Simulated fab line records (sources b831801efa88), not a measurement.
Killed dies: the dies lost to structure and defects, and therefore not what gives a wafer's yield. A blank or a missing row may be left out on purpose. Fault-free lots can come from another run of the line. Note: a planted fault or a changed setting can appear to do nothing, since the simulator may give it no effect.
A lot that was struck, set against a sound lot -- flow sfqLine -- 14 steps out of a route of 325
Sound: wafers L101.1, L101.3, L101.4. Struck: wafers L990.2, L990.4, L990.6. The cause comes at the end.
Each step with rows lists, per side, the tool, then ch with its chambers, then its first start. Under that, the readings that differ: sound wafers -- struck wafers -- difference of the means -- sigmas: that difference in standard deviations of wafers without a fault.
alike: words and numbers the same on both sides, and readings whose means are apart by under 2 such deviations; not compared: readings that were withheld, readings missing a value for some wafer, numbers with overlapping values and no deviation given by the record, and bounds like >300 which may hide the same value.
A row with sigmas, a row that says differs or no value, or rows on one side alone: a step with any of these is where the two part. Numbers that have no deviation but don't overlap get no sigmas and don't part them. A reading missing from all wafers of one side parts the sides only when that side holds two or more wafers.

first, 4 steps without rows for these wafers: SFQ_TRILAYER_I5_LITHO_SOFTBAKE_148; SFQ_TRILAYER_I5_LITHO_EXPOSE_145 (exposes mask I5, target cd 700 nm); SFQ_TRILAYER_I5_LITHO_PEB_147 (peb time 60 s); SFQ_TRILAYER_I5_LITHO_DEVELOP_146 (time 60 s).
SFQ_I5_OVL_MEAS_936:
  sound on overlay-02, day 79 21:27; struck on overlay-01, day 69 18:54
  alike: I5_OVL
SFQ_TRILAYER_I5_BARC_OPEN_VIA_ETCH_200: etches BARC in O2, target depth 125 nm, time 41.7 s.
  sound on rieDiel-01 ch 0,1,2, day 79 21:29; struck on rieDiel-04 ch 0,2,3, day 69 18:56
  alike: drypumpMotorCurrentA, oesProductAu
  not compared: rfHoursCounterH
SFQ_TRILAYER_I5_ETCH_VIA_ETCH_147: etches the open film in CHF3, stops on Nb, target depth 360 nm.
  sound on rieDiel-01 ch 0,1,2, day 79 21:32; struck on rieDiel-04 ch 0,2,3, day 69 18:58
  alike: drypumpMotorCurrentA, oesProductAu
SFQ_TRILAYER_I5_STRIP_STRIP_148: strips in O2.
  sound on rieMetal-02 ch 0,1, day 79 21:41; struck on rieMetal-03 ch 0,1, day 69 19:07
  alike: drypumpMotorCurrentA, oesProductAu, platenTempC
  not compared: rfHoursCounterH
then, 4 steps without rows for these wafers: SFQ_TRILAYER_I5_STRIP_SOLV_CLEAN_149 (cleans in NMP, time 600 s); SFQ_TRILAYER_C5_LITHO_COAT_156 (resist thk 62 nm); SFQ_TRILAYER_C5_LITHO_COAT_151 (resist thk 650 nm); SFQ_TRILAYER_C5_LITHO_SOFTBAKE_155.
-- the record jumps here: 4 days lie between the struck wafers' starts before and after --
SFQ_TRILAYER_C5_LITHO_EXPOSE_152: exposes mask C5, target cd 500 nm.
  struck on krfScanner-01, day 74 00:41; sound on krfScanner-02 ch 0, day 80 02:32
  no value came back on the struck wafers for exposureDoseMJCm2, focusOffsetNm (nm); on the sound wafers exposureDoseMJCm2 reads 21.312 21.327 21.342
  alike: mask
then, 1 step without rows for these wafers: SFQ_TRILAYER_C5_LITHO_PEB_154 (peb time 60 s).

WHERE THEY PART
SFQ_TRILAYER_C5_LITHO_EXPOSE_152 only, going by this record.

WHY: what the simulator had put in
Entire step skipped (krfScanner-01, SFQ_TRILAYER_C5_LITHO_EXPOSE_152), from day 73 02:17 onward. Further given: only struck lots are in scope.
